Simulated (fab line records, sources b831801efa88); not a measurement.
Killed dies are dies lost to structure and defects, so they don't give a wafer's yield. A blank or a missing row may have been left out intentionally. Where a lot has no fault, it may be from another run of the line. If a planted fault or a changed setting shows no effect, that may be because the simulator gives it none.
Which of the tools did it? || flow gf180mcu || 13 lots, 39 wafers sampled, at 3 steps of a route of 602

WHAT THE GAUGES SHOWED, per wafer
GF_V4_THK_MEAS_01.
{"lot": "L263", "measured": "day 23 15:51", "on": "filmMetro-01", "V4_CVD_00_THK (nm)": "601 603 594"}
{"lot": "L265", "measured": "day 24 12:22", "on": "filmMetro-01", "V4_CVD_00_THK (nm)": "601 600 598"}
{"lot": "L266", "measured": "day 24 14:48", "on": "filmMetro-02", "V4_CVD_00_THK (nm)": "604 601 605"}
{"lot": "L267", "measured": "day 24 20:44", "on": "filmMetro-02", "V4_CVD_00_THK (nm)": "604 606 605"}
{"lot": "L268", "measured": "day 25 11:15", "on": "filmMetro-02", "V4_CVD_00_THK (nm)": "603 603 604"}
{"lot": "L269", "measured": "day 25 14:07", "on": "filmMetro-01", "V4_CVD_00_THK (nm)": "609 603 612"}
{"lot": "L270", "measured": "day 26 03:23", "on": "filmMetro-04", "V4_CVD_00_THK (nm)": "599 600 606"}
{"lot": "L272", "measured": "day 26 10:40", "on": "filmMetro-04", "V4_CVD_00_THK (nm)": "601 600 598"}
{"lot": "L273", "measured": "day 26 15:58", "on": "filmMetro-04", "V4_CVD_00_THK (nm)": "600 595 602"}
{"lot": "L278", "measured": "day 28 10:03", "on": "filmMetro-04", "V4_CVD_00_THK (nm)": "611 611 609"}
{"lot": "L280", "measured": "day 28 23:40", "on": "filmMetro-02", "V4_CVD_00_THK (nm)": "608 601 602"}
{"lot": "L282", "measured": "day 29 11:17", "on": "filmMetro-01", "V4_CVD_00_THK (nm)": "603 599 604"}
{"lot": "L283", "measured": "day 29 20:46", "on": "filmMetro-02", "V4_CVD_00_THK (nm)": "602 606 600"}

TOOL THAT RAN EACH LOT (tool first, then ch and the chambers of the sampled wafers, then the start)
{"lot": "L263", "GF_VT_IMPLANT_EXPOSE_15": "ilineStepper-01 ch 0, day 5 21:30", "GF_V3_CVD_02": "pecvd-04 ch 0,1,2, day 21 16:05"}
{"lot": "L265", "GF_VT_IMPLANT_EXPOSE_15": "ilineStepper-01 ch 0, day 6 12:16", "GF_V3_CVD_02": "pecvd-03 ch 0,1,2, day 22 11:34"}
{"lot": "L266", "GF_VT_IMPLANT_EXPOSE_15": "ilineStepper-02 ch 0, day 6 14:49", "GF_V3_CVD_02": "pecvd-03 ch 0,1, day 22 12:51"}
{"lot": "L267", "GF_VT_IMPLANT_EXPOSE_15": "ilineStepper-02 ch 0, day 6 21:34", "GF_V3_CVD_02": "pecvd-01 ch 0,1, day 22 21:47"}
{"lot": "L268", "GF_VT_IMPLANT_EXPOSE_15": "ilineStepper-02 ch 0, day 7 11:20", "GF_V3_CVD_02": "pecvd-03 ch 0,2, day 23 12:11"}
{"lot": "L269", "GF_VT_IMPLANT_EXPOSE_15": "ilineStepper-01 ch 0, day 7 12:49", "GF_V3_CVD_02": "pecvd-01 ch 0,2, day 23 15:26"}
{"lot": "L270", "GF_VT_IMPLANT_EXPOSE_15": "ilineStepper-01 ch 0, day 7 19:56", "GF_V3_CVD_02": "pecvd-01 ch 0,1,2, day 24 06:34"}
{"lot": "L272", "GF_VT_IMPLANT_EXPOSE_15": "ilineStepper-02 ch 0, day 8 06:25", "GF_V3_CVD_02": "pecvd-04 ch 0,2, day 24 12:40"}
{"lot": "L273", "GF_VT_IMPLANT_EXPOSE_15": "ilineStepper-02 ch 0, day 8 11:56", "GF_V3_CVD_02": "pecvd-03 ch 0,2, day 24 18:55"}
{"lot": "L278", "GF_VT_IMPLANT_EXPOSE_15": "ilineStepper-02 ch 0, day 9 20:08", "GF_V3_CVD_02": "pecvd-01 ch 0,2, day 26 14:25"}
{"lot": "L280", "GF_VT_IMPLANT_EXPOSE_15": "ilineStepper-01 ch 0, day 10 07:36", "GF_V3_CVD_02": "pecvd-01 ch 0,1,2, day 27 05:58"}
{"lot": "L282", "GF_VT_IMPLANT_EXPOSE_15": "ilineStepper-01 ch 0, day 10 19:33", "GF_V3_CVD_02": "pecvd-04 ch 1,2, day 27 17:16"}
{"lot": "L283", "GF_VT_IMPLANT_EXPOSE_15": "ilineStepper-01 ch 0, day 11 03:48", "GF_V3_CVD_02": "pecvd-01 ch 0,1,2, day 28 02:11"}
- GF_VT_IMPLANT_EXPOSE_15: exposes mask Nwell LV AREA, target cd 860 nm.
- GF_V3_CVD_02: deposits SiO2 from TEOS, target thk 850 nm, time 94.851 s.

WHAT THE TOOLS THEMSELVES READ (means of the sampled wafers that have a number; where no wafer has one, the mark that the record gives instead)
GF_VT_IMPLANT_EXPOSE_15.
{"lot": "L263", "tool": "ilineStepper-01", "exposureDoseMJCm2": 139.97, "reticleTempC (C)": 23.05, "stageVelMmS (mm/s)": 500.11}
{"lot": "L265", "tool": "ilineStepper-01", "exposureDoseMJCm2": 140.05, "reticleTempC (C)": 22.98, "stageVelMmS (mm/s)": 499.64}
{"lot": "L266", "tool": "ilineStepper-02", "exposureDoseMJCm2": 139.82, "reticleTempC (C)": 22.99, "stageVelMmS (mm/s)": 500.02}
{"lot": "L267", "tool": "ilineStepper-02", "exposureDoseMJCm2": 139.93, "reticleTempC (C)": 23.02, "stageVelMmS (mm/s)": 500.05}
{"lot": "L268", "tool": "ilineStepper-02", "exposureDoseMJCm2": 140.11, "reticleTempC (C)": 23.00, "stageVelMmS (mm/s)": 499.99}
{"lot": "L269", "tool": "ilineStepper-01", "exposureDoseMJCm2": 139.76, "reticleTempC (C)": 23.12, "stageVelMmS (mm/s)": 500.45}
{"lot": "L270", "tool": "ilineStepper-01", "exposureDoseMJCm2": 139.98, "reticleTempC (C)": 22.96, "stageVelMmS (mm/s)": 500.09}
{"lot": "L272", "tool": "ilineStepper-02", "exposureDoseMJCm2": 140.11, "reticleTempC (C)": 22.92, "stageVelMmS (mm/s)": 499.65}
{"lot": "L273", "tool": "ilineStepper-02", "exposureDoseMJCm2": 140.13, "reticleTempC (C)": 23.09, "stageVelMmS (mm/s)": 500.39}
{"lot": "L278", "tool": "ilineStepper-02", "exposureDoseMJCm2": 140.19, "reticleTempC (C)": 23.01, "stageVelMmS (mm/s)": 500.22}
{"lot": "L280", "tool": "ilineStepper-01", "exposureDoseMJCm2": 151.23, "reticleTempC (C)": 23.08, "stageVelMmS (mm/s)": 499.86}
{"lot": "L282", "tool": "ilineStepper-01", "exposureDoseMJCm2": 151.08, "reticleTempC (C)": 23.05, "stageVelMmS (mm/s)": 500.20}
{"lot": "L283", "tool": "ilineStepper-01", "exposureDoseMJCm2": 151.28, "reticleTempC (C)": 23.10, "stageVelMmS (mm/s)": 500.03}

GF_V3_CVD_02.
{"lot": "L263", "tool": "pecvd-04", "heaterPowerW (W)": 703}
{"lot": "L265", "tool": "pecvd-03", "heaterPowerW (W)": 742}
{"lot": "L266", "tool": "pecvd-03", "heaterPowerW (W)": 659}
{"lot": "L267", "tool": "pecvd-01", "heaterPowerW (W)": 614}
{"lot": "L268", "tool": "pecvd-03", "heaterPowerW (W)": 759}
{"lot": "L269", "tool": "pecvd-01", "heaterPowerW (W)": 775}
{"lot": "L270", "tool": "pecvd-01", "heaterPowerW (W)": 674}
{"lot": "L272", "tool": "pecvd-04", "heaterPowerW (W)": 671}
{"lot": "L273", "tool": "pecvd-03", "heaterPowerW (W)": 710}
{"lot": "L278", "tool": "pecvd-01", "heaterPowerW (W)": 647}
{"lot": "L280", "tool": "pecvd-01", "heaterPowerW (W)": 698}
{"lot": "L282", "tool": "pecvd-04", "heaterPowerW (W)": 583}
{"lot": "L283", "tool": "pecvd-01", "heaterPowerW (W)": 691}

THE ANSWER, worked out from the rows above alone
Rule: the usual values come from the lots themselves. Put in order of their means at a reading, lots are off if they are a third of the lots or fewer, leave a main group of 4 or more, and stand apart from it by a gap of 3 or more times the standard deviation of the main group's means; of several such gaps the widest counts. If all means in a main group match to the digits the tables above print for the reading, that group is not used. A lot without any number at a reading at which 4 lots or more have one is off too. All remaining lots with rows at the step are treated as sound. Order of review: gauges by route order, followed by the tools' own readings, for which a lot's mean as printed above is used. The first step at which some lot is off is used, and at that step the reading that is off furthest; a lot without a number counts as furthest.
Off: L280, L282, L283, at GF_VT_IMPLANT_EXPOSE_15 (exposureDoseMJCm2). Main group: mean 140.00, sd 0.13.
If a tool, at that step or one of the process steps before it, ran each lot that is off and ran no sound lot following the first of them, it fits. One fits: GF_VT_IMPLANT_EXPOSE_15 on ilineStepper-01. A fault onset in the window from L270 (day 7 19:56, its last sound lot) to L280 (day 10 07:36, its first lot off) fits.
On the lots that are off, the tool's own readings at GF_VT_IMPLANT_EXPOSE_15 differ by more than 5 times the standard deviation of the sound lots' means, which bears it out; exposureDoseMJCm2 reads 151.20 there versus 140.00 on the sound lots.

WHAT THE SIMULATOR PUT IN
Drift in process parameters on ilineStepper-01 at GF_VT_IMPLANT_EXPOSE_15, starting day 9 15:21. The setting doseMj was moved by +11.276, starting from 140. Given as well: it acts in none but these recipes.
Struck lots among those shown: L280, L282, L283. This agrees with what the rule above found.
